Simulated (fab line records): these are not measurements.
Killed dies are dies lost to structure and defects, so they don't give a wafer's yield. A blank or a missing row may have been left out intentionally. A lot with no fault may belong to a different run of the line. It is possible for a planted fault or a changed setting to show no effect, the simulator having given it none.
Comparing a struck lot with a sound one | flow gf180mcu | 21 steps out of a route of 602
Sound: the wafers L963.1, L963.3, L963.6. Wafers struck: L980.1, L980.5. The cause is named last.
Per side, at each step with rows, come the tool, then ch with its chambers, and then its first start. Under that, the readings that differ: sound wafers | struck wafers | difference of the means | sigmas: that difference in standard deviations of wafers without a fault.
alike: same words and numbers on both sides, and readings whose means sit less than 2 such deviations apart. not compared: any withheld reading, any reading some wafer has no value for, any bound like >300 that may hide the same value, and any number with overlapping values for which the record gives no deviation.
The two part at a step that has a row with sigmas, a row that says differs or no value, or rows on one side only. Numbers that have no deviation but don't overlap get no sigmas and don't part them. A reading that every wafer of one side lacks parts them only if that side has two wafers or more.

first, 2 steps without rows for these wafers: GF_M1_CLEAN_19 (cleans in DIW); GF_V1_CVD_00 (deposits SiO2, target thk 600 nm, time 100 s).
GF_V1_THK_MEAS_01:
  sound: film metro-01 at day 17 04:45; struck: film metro-02 at day 23 16:37
  alike: V1_CVD_00_THK
GF_V1_CVD_02: deposits SiO2 from TEOS, target thk 850 nm, time 94.851 s.
  sound on pecvd-03 ch 1,2, day 17 04:49; struck on pecvd-03 ch 0,1, day 23 16:41
  alike: heater power w
GF_V1_THK_MEAS_03:
  sound: film metro-04 at day 17 04:53; struck: film metro-04 at day 23 16:45
  alike: V1_CVD_02_THK
GF_V1_CMP_04: polishes SiO2.
  sound on cmp-02 ch 1,2,3, day 17 04:59; struck on cmp-01 ch 0,2, day 23 16:55
  alike: motor current A, time to endpoint s
GF_V1_BOW_MEAS_05:
  sound: film metro-04 at day 17 05:14; struck: film metro-04 at day 23 17:07
  alike: V1_BOW
then, 5 steps without rows for these wafers: GF_V1_DEHYDRATE_06 (time 60 s); GF_V1_HMDS_07 (prime time 60 s); GF_V1_COAT_08; GF_V1_COAT_09 (resist thk 1000 nm); GF_V1_SOFTBAKE_10 (time 60 s).
GF_V1_EXPOSE_11: exposes mask Via1, target cd 260 nm.
  sound on krf scanner-01 ch 0, day 17 17:46; struck on krf scanner-01 ch 0, day 24 05:36
  reading              | sound             | struck      | difference | sigmas
  exposure dose mJ cm2 | 38.03 38.05 38.05 | 37.84 37.74 | -0.25      | -7
  alike: mask, reticle temp C
then, 2 steps without rows for these wafers: GF_V1_PEB_12 (peb time 90 s); GF_V1_DEVELOP_13 (develop time 60 s).
GF_V1_CD_MEAS_14: target cd 260 nm.
  sound: cd sem-02 at day 18 05:56; struck: cd sem-01 at day 24 16:04
  reading    | sound             | struck      | difference | sigmas
  cd nm (nm) | 260.6 259.1 260.2 | 265.3 263.4 | +4.4       | +3
GF_V1_OVL_MEAS_15:
  sound: overlay-01 at day 18 06:03; struck: overlay-01 at day 24 16:11
  alike: V1_OVL
GF_V1_ETCH_16: etches BARC in N2/H2.
  sound on rie diel-02 ch 0,3, day 18 06:05; struck on rie diel-02 ch 0,2, day 24 16:14
  reading             | sound             | struck      | difference | sigmas
  model.V1.cd nm (nm) | 259.9 260.9 261.1 | 265.7 262.5 | +3.5       |
  alike: drypump motor current A, oes product au, throttle valve pct
GF_V1_ETCH_17: etches SiO2 in C4F8/O2/Ar, stops on TiN, target depth 630 nm.
  sound on rie diel-02 ch 0,3; struck on rie diel-02 ch 0,2
  reading             | sound           | struck      | difference | sigmas
  model.V1.cd nm (nm) | 259.9 260.6 261 | 265.5 262.6 | +3.6       |
  alike: oes product au
GF_V1_STRIP_18: strips in O2/N2.
  sound on plasma asher-03 ch 0,1, day 18 06:13; struck on plasma asher-02 ch 0,1, day 24 16:22
  alike: drypump motor current A, heater power w, oes product au
  not compared: rf hours counter h
then, 1 step without rows for these wafers: GF_PASSIVATION_PROBE_99.

== WHERE THEY PART ==
Earliest at GF_V1_EXPOSE_11; latest, in this record, at GF_V1_CD_MEAS_14. Later steps at which nothing parts them and some readings are alike: GF_V1_OVL_MEAS_15, GF_V1_ETCH_16, GF_V1_ETCH_17, GF_V1_STRIP_18.

WHY: whatever the simulator had introduced
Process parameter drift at GF_V1_EXPOSE_11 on krf scanner-01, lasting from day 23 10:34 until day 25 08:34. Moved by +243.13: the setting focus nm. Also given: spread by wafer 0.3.
